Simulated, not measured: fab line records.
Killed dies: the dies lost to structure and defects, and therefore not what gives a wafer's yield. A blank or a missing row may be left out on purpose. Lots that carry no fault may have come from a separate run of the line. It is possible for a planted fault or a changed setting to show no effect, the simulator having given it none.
fab line records	flow sky130
record lots=11	wafers=33	last_day=49
route steps=708 shown NWELL@81 VT_ADJUST_HVTR@141 SONOS_ONO@168 PAD_OPEN@708
lots untouched by any fault: they come from a run of this same line in which no faults occurred
start_h: the number of hours between the record's first day and the start of the first shown wafer of the lot	wait_h: hours from the lot's prior step to this one	" as in the row above	L1.1+2: several wafers, shown together as one row	- no value present, or no start provided	* or withheld: withheld	< > ~ a bound
route shown NAME@n: NAME is a module with steps in the file, n the number in the route of the first one	usual: mean/standard deviation of fault-free wafers	same: alike in all rows	chamber/n: place in a boat	sites: per-site readings	_std_site: standard deviation of those values	_edge_site: mean of outer sites minus mean of inner sites	radius_mm: for every site, how far away it sits from the centre of the wafer	mask NAME#n: copy n	behind: the last tool/chamber to shape the wafer	hold: what put the lot on hold/how long, in hours/how the hold closed	device: the n, p or np transistor that did not switch	end of line: tests run on the same wafers once the route is complete	a step given without rows: its recipe and nothing more	killed: the dies lost at the first sort to structure and to defects; this is not the yield of the wafer	map: shows each die of a wafer: x if killed, . if not, _ if none is there
set.NAME: the run value of the setting; set.NAME@STEP: its run value at that earlier step	model.NAME: the simulator's own value behind a step, which no gauge read
route steps across a sampled set of lots; one table per step, one row per wafer
services: a tool's chamber out of use, with start hour (start_h, from the record's first day; less than 0 if before it), hours out, and reason
## steps
# step SKY_NWELL_RTA_28
# recipe temp_c=1050	time_s=30	idle_temp_c=650	ramp_up_c_per_s=150	ramp_down_c_per_s=90	ambient=N2
# usual lamp_power_pct=25.31/0.051	ramp_down_c_per_s=90.001/0.015	wafer_temp_C_max=1054.8/0.89
lot.wafer	tool	chamber	start_h	wait_h	lamp_power_pct	ramp_down_c_per_s	wafer_temp_C_max
L527.3	rtp_anneal-01	0	106.85	0.0	25.32	89.996	1054.9
L527.5	"	0	"	"	25.27	90.011	1055.2
L527.6	"	0	"	"	25.28	90.005	1057.3
L528.2	rtp_anneal-02	0	108.85	0.0	25.29	90.014	1054.5
L528.3	"	0	"	"	25.31	90.008	1055.6
L528.4	"	0	"	"	25.35	89.986	1054.4
L529.2	rtp_anneal-01	0	112.65	0.0	25.37	89.991	1056.3
L529.3	"	0	"	"	25.34	89.993	1054.7
L529.6	"	0	"	"	25.31	89.993	1054.7
L532.1	rtp_anneal-02	0	134.12	0.0	25.35	90.013	1056.0
L532.3	"	0	"	"	25.40	89.995	1055.7
L532.6	"	0	"	"	25.37	90.007	1055.2
L533.2	rtp_anneal-01	0	139.59	0.0	25.33	90.004	1054.1
L533.4	"	0	"	"	25.22	89.994	1054.1
L533.6	"	0	"	"	25.29	89.999	1053.7
L534.1	rtp_anneal-02	0	145.64	0.0	25.29	89.981	1053.4
L534.4	"	0	"	"	25.38	90.009	1055.4
L534.5	"	0	"	"	25.35	90.025	1054.6
L535.2	rtp_anneal-02	0	150.40	0.0	25.25	89.972	1054.2
L535.3	"	0	"	"	25.27	89.997	1054.3
L535.6	"	0	"	"	25.31	89.989	1056.7
L543.1	rtp_anneal-01	0	202.07	0.0	25.31	90.012	1054.2
L543.2	"	0	"	"	25.31	90.004	1053.9
L543.3	"	0	"	"	25.25	89.998	1054.5
L544.4	rtp_anneal-02	0	216.48	0.1	25.21	89.999	1054.4
L544.5	"	0	"	"	25.30	90.005	1054.7
L544.6	"	0	"	"	25.36	89.993	1054.8
L546.2	rtp_anneal-01	0	220.58	0.0	25.29	90.009	1054.4
L546.3	"	0	"	"	25.29	89.984	1055.5
L546.4	"	0	"	"	25.30	90.020	1056.7
L547.1	rtp_anneal-01	0	225.23	0.0	25.30	90.000	1054.6
L547.4	"	0	"	"	25.38	90.003	1055.8
L547.6	"	0	"	"	25.30	89.999	1055.7
# step SKY_VT_ADJUST_HVTR_STRIP_10
# recipe chemistry=O2/N2	power_w=1400	pressure_mtorr=1500	platen_temp_c=withheld	o2_flow_sccm=3000	n2_flow_sccm=300	overash_fraction=0.5
# usual drypump_motor_current_A=5.9/0.42	n2_flow_sccm=300.2/0.9	oes_product_au=0.716/0.0046	strip_time_to_endpoint_s=14.13/0.045
lot.wafer	tool	chamber	start_h	wait_h	drypump_motor_current_A	n2_flow_sccm	oes_product_au	rf_hours_counter_h	strip_time_to_endpoint_s
L527.3	plasma_asher-01	0	208.31	0.1	5.7	300.9	0.707	-	14.20
L527.5	"	0	"	"	5.7	300.2	0.717	-	14.17
L527.6	"	1	"	"	5.9	300.0	0.714	-	14.16
L528.2	plasma_asher-01	0	210.90	0.1	5.7	300.2	0.716	10	14.17
L528.3	"	1	"	"	5.9	299.9	0.707	-	14.19
L528.4	"	0	"	"	5.7	300.1	0.720	-	14.18
L529.2	plasma_asher-03	0	214.49	0.1	6.1	300.8	0.712	50	14.20
L529.3	"	0	"	"	6.1	298.8	0.716	-	14.16
L529.6	"	0	"	"	6.1	300.6	0.716	-	14.20
L532.1	plasma_asher-01	0	239.78	0.1	5.7	297.8	0.719	13	14.20
L532.3	"	0	"	"	5.7	297.7	0.712	-	14.12
L532.6	"	0	"	"	5.7	298.9	0.716	-	14.18
L533.2	plasma_asher-04	1	246.88	0.1	5.4	299.7	0.713	45	14.18
L533.4	"	1	"	"	5.4	300.6	0.715	-	14.19
L533.6	"	1	"	"	5.4	302.1	0.717	-	14.19
L534.1	plasma_asher-03	0	254.99	0.1	6.1	298.2	0.714	54	14.18
L534.4	"	0	"	"	6.1	298.3	0.716	-	14.17
L534.5	"	0	"	"	6.1	298.6	0.714	-	14.20
L535.2	plasma_asher-01	1	261.19	0.1	5.9	301.4	0.713	15	14.16
L535.3	"	1	"	"	5.9	300.8	0.718	-	14.16
L535.6	"	0	"	"	5.8	300.1	0.714	-	14.21
L543.1	plasma_asher-03	1	322.68	0.1	6.5	300.1	0.714	60	14.08
L543.2	"	0	"	"	6.1	299.7	0.711	60	14.06
L543.3	"	1	"	"	6.5	300.3	0.719	-	14.07
L544.4	plasma_asher-03	0	339.66	0.1	6.1	298.9	0.717	-	14.14
L544.5	"	1	"	"	6.5	298.4	0.712	-	14.14
L544.6	"	0	"	"	6.1	300.5	0.718	-	14.12
L546.2	plasma_asher-01	0	345.94	0.1	5.8	300.5	0.716	23	14.10
L546.3	"	1	"	"	5.9	301.2	0.712	-	14.09
L546.4	"	0	"	"	5.7	301.2	0.717	-	14.15
L547.1	plasma_asher-01	0	350.94	0.1	5.7	301.0	0.711	24	14.10
L547.4	"	1	"	"	5.9	299.7	0.715	-	14.07
L547.6	"	1	"	"	5.9	299.3	0.722	-	14.12
# step SKY_SONOS_ONO_OXIDATION_00
# recipe temp_c=800	ambient=O2	idle_temp_c=700	ramp_up_c_per_min=10	ramp_down_c_per_min=3	stabilise_s=600	purge_s=300	target_thk_a=26	ox_time_s=1249
# usual spike_tc_centre_C=801.3/0.95	spike_tc_top_C=810.9/1.2	spike_tc_upper_C=799.3/1.6	tube_center_temp_C_max=802.1/0.36	zone_power_centre_pct=14.9/1.6	zone_power_top_pct=25.5/0.74	zone_power_upper_pct=12.7/0.56
lot.wafer	tool	chamber	start_h	wait_h	spike_tc_centre_C	spike_tc_top_C	spike_tc_upper_C	tube_center_temp_C_max	zone_power_centre_pct	zone_power_top_pct	zone_power_upper_pct
L527.3	furnace-01	0	254.14	0.0	800.6	808.2	801.1	801.9	16.9	24.8	12.2
L527.5	"	0	"	"	803.2	809.2	801.4	801.4	16.7	25.0	12.0
L527.6	"	0	"	"	801.2	811.2	801.6	802.5	16.9	24.9	12.0
L528.2	furnace-02	0	257.84	1.0	801.1	812.5	799.3	802.1	13.7	25.8	13.2
L528.3	"	0	"	"	801.0	809.6	797.9	802.4	13.5	26.3	13.3
L528.4	"	0	"	"	801.7	811.4	800.2	802.0	13.8	26.0	13.2
L529.2	furnace-02	0	264.57	3.9	800.7	813.1	799.8	801.8	14.0	26.0	13.2
L529.3	"	0	"	"	799.8	812.2	798.1	802.1	13.5	26.1	13.2
L529.6	"	0	"	"	800.2	811.3	799.2	802.3	13.8	26.5	13.1
L532.1	furnace-02	0	289.37	0.7	803.0	809.9	799.3	801.5	13.6	26.1	13.3
L532.3	"	0	"	"	801.4	811.4	796.6	801.9	13.5	26.2	13.2
L532.6	"	0	"	"	803.9	811.4	798.1	801.9	13.6	25.9	13.2
L533.2	furnace-02	0	298.13	2.1	797.6	806.4	833.5	802.3	8.8	19.9	23.4
L533.4	"	0	"	"	799.0	805.1	832.5	801.9	8.9	19.7	23.5
L533.6	"	0	"	"	796.8	805.9	833.5	803.2	8.9	19.9	23.5
L534.1	furnace-02	0	304.82	0.0	797.4	807.1	833.7	802.2	9.0	19.9	23.8
L534.4	"	0	"	"	797.1	804.4	833.8	802.1	9.0	20.1	23.9
L534.5	"	0	"	"	797.0	805.3	833.1	801.8	9.0	19.9	23.2
L535.2	furnace-02	0	312.47	0.5	796.1	804.8	834.0	802.1	8.8	20.1	23.6
L535.3	"	0	"	"	795.4	805.2	830.5	802.1	8.9	20.1	23.5
L535.6	"	0	"	"	795.7	805.2	832.7	802.2	9.0	20.0	23.3
L543.1	furnace-01	0	378.23	0.1	799.6	811.3	801.7	802.4	16.8	24.4	11.9
L543.2	"	0	"	"	800.6	810.3	800.0	801.9	16.7	25.1	12.0
L543.3	"	0	"	"	800.2	809.3	801.9	802.0	16.8	24.8	12.2
L544.4	furnace-02	0	399.60	2.0	801.7	811.4	797.8	802.3	13.6	26.2	13.3
L544.5	"	0	"	"	802.0	811.8	798.0	802.2	13.5	25.9	13.0
L544.6	"	0	"	"	801.7	811.7	796.6	801.8	13.4	26.1	13.2
L546.2	furnace-02	0	404.54	0.0	799.6	811.3	799.3	802.5	13.4	26.3	13.2
L546.3	"	0	"	"	802.9	811.6	798.1	801.8	13.6	25.8	12.9
L546.4	"	0	"	"	799.7	810.4	797.9	801.7	13.6	26.5	13.4
L547.1	furnace-01	0	409.40	0.3	802.5	810.2	801.0	802.1	16.7	24.8	12.5
L547.4	"	0	"	"	800.9	811.1	800.0	802.1	16.9	24.4	12.3
L547.6	"	0	"	"	802.4	809.6	800.6	801.8	16.9	24.9	12.0
# step SKY_SONOS_ONO_THK_MEAS_01
# recipe reads=SiO2_of_SONOS_ONO_OXIDATION_00
# usual SONOS_ONO_OXIDATION_THK=2.59/0.053
lot.wafer	tool	chamber	start_h	wait_h	SONOS_ONO_OXIDATION_THK[nm]
L527.3	film_metro-01	-	255.50	0.0	2.62
L527.5	"	-	"	"	2.56
L527.6	"	-	"	"	2.60
L528.2	film_metro-03	-	259.19	0.0	2.72
L528.3	"	-	"	"	2.62
L528.4	"	-	"	"	2.65
L529.2	film_metro-01	-	265.93	0.0	2.57
L529.3	"	-	"	"	2.68
L529.6	"	-	"	"	2.73
L532.1	film_metro-01	-	290.72	0.0	2.60
L532.3	"	-	"	"	2.58
L532.6	"	-	"	"	2.60
L533.2	film_metro-01	-	299.49	0.0	2.80
L533.4	"	-	"	"	2.89
L533.6	"	-	"	"	3.05
L534.1	film_metro-03	-	306.17	0.0	2.59
L534.4	"	-	"	"	2.66
L534.5	"	-	"	"	2.64
L535.2	film_metro-01	-	313.83	0.0	2.76
L535.3	"	-	"	"	2.84
L535.6	"	-	"	"	3.11
L543.1	film_metro-04	-	379.57	0.0	2.53
L543.2	"	-	"	"	2.45
L543.3	"	-	"	"	2.51
L544.4	film_metro-03	-	400.97	0.0	2.63
L544.5	"	-	"	"	2.63
L544.6	"	-	"	"	2.57
L546.2	film_metro-01	-	405.89	0.0	2.55
L546.3	"	-	"	"	2.58
L546.4	"	-	"	"	2.53
L547.1	film_metro-01	-	410.75	0.0	2.55
L547.4	"	-	"	"	2.54
L547.6	"	-	"	"	2.59
# step SKY_SONOS_ONO_OVL_MEAS_14
# usual SONOS_ONO_OVL=-0.1/1.2
lot.wafer	tool	chamber	start_h	wait_h	SONOS_ONO_OVL[nm]
L527.3	overlay-01	-	281.93	0.1	0.2
L527.5	"	-	"	"	0.9
L527.6	"	-	"	"	0.9
L528.2	overlay-02	-	285.67	0.1	0.5
L528.3	"	-	"	"	1.1
L528.4	"	-	"	"	-0.1
L529.2	overlay-02	-	294.81	0.1	0.9
L529.3	"	-	"	"	1.3
L529.6	"	-	"	"	1.4
L532.1	overlay-02	-	319.96	0.1	0.4
L532.3	"	-	"	"	1.1
L532.6	"	-	"	"	-1.3
L533.2	overlay-01	-	328.01	0.1	-0.4
L533.4	"	-	"	"	-2.1
L533.6	"	-	"	"	-2.8
L534.1	overlay-01	-	333.96	0.1	1.7
L534.4	"	-	"	"	3.2
L534.5	"	-	"	"	0.9
L535.2	overlay-02	-	342.81	0.1	0.4
L535.3	"	-	"	"	-0.4
L535.6	"	-	"	"	0.9
L543.1	overlay-02	-	411.56	0.1	1.1
L543.2	"	-	"	"	-0.1
L543.3	"	-	"	"	-0.7
L544.4	overlay-01	-	433.92	0.1	-1.7
L544.5	"	-	"	"	-0.9
L544.6	"	-	"	"	-1.9
L546.2	overlay-02	-	438.32	0.1	1.0
L546.3	"	-	"	"	-1.3
L546.4	"	-	"	"	0.0
L547.1	overlay-02	-	443.31	0.1	0.5
L547.4	"	-	"	"	0.3
L547.6	"	-	"	"	0.8
# step SKY_PAD_OPEN_PROBE_99
# usual killed_at_M0_to_M3=43/7.3	killed_at_M4_up=3.1/1.8	killed_at_contacts=24/5.4	killed_at_front_end=15/4.1	killed_at_other=0.2/0.52	killed_dies=86/10	killed_open=47/7.3	killed_short=39/6.4
# same gross_dies=492	killed_at_back_side=0
lot.wafer	tool	chamber	start_h	wait_h	killed_at_M0_to_M3	killed_at_M4_up	killed_at_contacts	killed_at_front_end	killed_at_other	killed_dies	killed_open	killed_short
L528.2	prober-02	-	1077.82	0.1	46	4	22	13	2	87	43	44
L528.3	prober-02	-	1077.87	0.2	41	2	33	20	0	96	43	53
L528.4	prober-02	-	1077.92	0.2	42	2	23	16	0	83	45	38
L544.4	prober-01	-	1178.75	0.2	39	3	18	13	0	73	45	28
L544.5	prober-01	-	1178.80	0.2	31	4	26	16	0	77	40	35
L544.6	prober-01	-	1178.85	0.2	36	2	24	19	0	81	50	31
L546.2	prober-02	-	1184.07	0.1	36	4	22	17	2	81	43	38
L546.3	prober-02	-	1184.12	0.2	55	4	18	14	1	92	52	40
L546.4	prober-02	-	1184.17	0.2	36	3	23	14	0	76	43	33
L547.1	prober-01	-	1185.13	0.1	36	4	19	21	0	80	40	40
L547.4	prober-01	-	1185.28	0.2	43	5	23	11	0	82	47	33
L547.6	prober-01	-	1185.38	0.2	38	2	30	19	0	89	60	28
# killed by level:class
L528.2 VIA2:geometric_particle:open=11 CONTACT:geometric_particle:open=8 VIA1:geometric_particle:open=7 CONTACT:geometric_particle:short=6 METAL1:geometric_particle:short=6 METAL3:geometric_particle:short=5 VIA3:geometric_particle:open=5 POLY_GATE:geometric_particle:short=4
L528.3 VIA1:geometric_particle:open=11 CONTACT:geometric_particle:open=9 LOCAL_INTERCONNECT:geometric_particle:short=6 CONTACT:geometric_particle:short=6 METAL1:geometric_particle:short=6 FIELD_ISO:geometric_particle:short=5 FIELD_ISO:geometric_particle:open=5 LI_CONTACT:geometric_particle:open=5
L528.4 LI_CONTACT:geometric_particle:open=9 VIA1:geometric_particle:open=8 VIA2:geometric_particle:open=8 VIA2:geometric_particle:short=7 CONTACT:geometric_particle:open=6 LI_CONTACT:geometric_particle:short=4 METAL1:geometric_particle:short=4 FIELD_ISO:geometric_particle:short=3
L544.4 VIA1:geometric_particle:open=11 VIA2:geometric_particle:open=8 CONTACT:geometric_particle:open=6 LI_CONTACT:geometric_particle:open=5 LOCAL_INTERCONNECT:geometric_particle:short=4 VIA1:geometric_particle:short=4 POLY_GATE:geometric_particle:open=3 POLY_GATE:geometric_particle:short=3
L544.5 LI_CONTACT:geometric_particle:open=9 CONTACT:geometric_particle:open=7 LOCAL_INTERCONNECT:geometric_particle:short=6 VIA1:geometric_particle:open=6 VIA3:geometric_particle:open=5 FIELD_ISO:geometric_particle:short=4 POLY_GATE:geometric_particle:short=4 METAL3:geometric_particle:short=4
L544.6 VIA2:geometric_particle:open=9 LI_CONTACT:geometric_particle:open=6 CONTACT:geometric_particle:open=6 VIA3:geometric_particle:open=6 POLY_GATE:geometric_particle:short=5 CONTACT:geometric_particle:short=5 SPACER:geometric_particle:open=4 LOCAL_INTERCONNECT:geometric_particle:short=4
L546.2 CONTACT:geometric_particle:open=10 VIA2:geometric_particle:open=7 VIA3:geometric_particle:open=6 VIA1:geometric_particle:open=6 METAL1:geometric_particle:short=5 FIELD_ISO:geometric_particle:short=4 LI_CONTACT:geometric_particle:open=4 LI_CONTACT:geometric_particle:short=4
L546.3 METAL1:geometric_particle:short=12 VIA3:geometric_particle:open=10 VIA1:geometric_particle:open=10 CONTACT:geometric_particle:open=7 VIA2:geometric_particle:open=6 FIELD_ISO:geometric_particle:open=5 LI_CONTACT:geometric_particle:open=5 VIA1:geometric_particle:short=4
L546.4 VIA1:geometric_particle:open=9 LI_CONTACT:geometric_particle:open=8 CONTACT:geometric_particle:open=8 FIELD_ISO:geometric_particle:short=5 POLY_GATE:geometric_particle:open=5 VIA3:geometric_particle:open=5 VIA1:geometric_particle:short=4 VIA3:geometric_particle:short=4
L547.1 METAL1:geometric_particle:short=8 LI_CONTACT:geometric_particle:open=7 CONTACT:geometric_particle:open=7 VIA1:geometric_particle:open=7 FIELD_ISO:geometric_particle:open=6 POLY_GATE:geometric_particle:short=6 METAL2:geometric_particle:short=4 FIELD_ISO:geometric_particle:short=3
L547.4 VIA1:geometric_particle:open=12 LI_CONTACT:geometric_particle:open=10 VIA2:geometric_particle:open=7 CONTACT:geometric_particle:open=6 VIA1:geometric_particle:short=5 METAL2:geometric_particle:short=4 METAL1:geometric_particle:short=4 FIELD_ISO:geometric_particle:open=3
L547.6 LI_CONTACT:geometric_particle:open=13 CONTACT:geometric_particle:open=10 VIA1:geometric_particle:open=9 POLY_GATE:geometric_particle:open=7 VIA2:geometric_particle:open=7 FIELD_ISO:geometric_particle:open=5 POLY_GATE:geometric_particle:short=4 METAL3:geometric_particle:short=4
## services
tool	chamber	start_h	hours	kind
furnace-02	-	85.44	4.1	pm
plasma_asher-03	-	89.49	14.6	pm
plasma_asher-01	-	108.75	9.0	pm
plasma_asher-01	0	108.75	9.0	vent_cycle
plasma_asher-01	1	108.75	9.0	vent_cycle
plasma_asher-01	0	117.75	-	clean
plasma_asher-01	1	117.75	-	clean
plasma_asher-03	-	136.41	10.1	repair
rtp_anneal-01	-	139.88	3.1	pm
furnace-02	-	144.52	4.1	pm
plasma_asher-04	-	193.66	5.1	repair
plasma_asher-03	-	214.73	5.4	repair
furnace-01	-	226.73	4.2	pm
furnace-02	-	253.11	3.2	pm
furnace-01	-	264.61	3.6	pm
plasma_asher-01	-	269.37	3.2	repair
plasma_asher-04	-	285.30	14.6	pm
plasma_asher-01	-	334.71	2.2	repair
plasma_asher-01	-	359.88	2.8	pm
furnace-01	-	394.87	3.9	pm
## key
first_sign step=SKY_SONOS_ONO_OXIDATION_00	reading=spike_tc_upper_C	direction=up	sigmas=21	usual=799.3	struck=833.0
effect step=SKY_SONOS_ONO_OXIDATION_00	reading=zone_power_upper_pct	direction=up	sigmas=19	usual=12.7	struck=23.5
effect step=SKY_SONOS_ONO_THK_MEAS_01	reading=SONOS_ONO_OXIDATION_THK	direction=up	sigmas=4.2	usual=2.59	struck=2.81	wafers_moved=6
met_at SKY_SONOS_ONO_OXIDATION_00
struck_lots L533,L534,L535
tester_left_out L533,L534,L535
not_acting_at SKY_NWELL_RTA_28,SKY_VT_ADJUST_HVTR_STRIP_10,SKY_SONOS_ONO_OVL_MEAS_14
onset_between 289.37 298.13
fault kind=process_parameter_drift	tool=furnace-02	chamber=-	onset_h=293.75	steps=SKY_SONOS_ONO_OXIDATION_00	channel=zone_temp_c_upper	offset=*	shape=step	end_h=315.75
# tester_left_out: of these lots the tester's yield and bins aren't shown, on N5 and GAA mostly nor the transistor test; their killed dies are dies lost to structure and defects alone, not to doping, threshold or leakage, so they don't give the yield
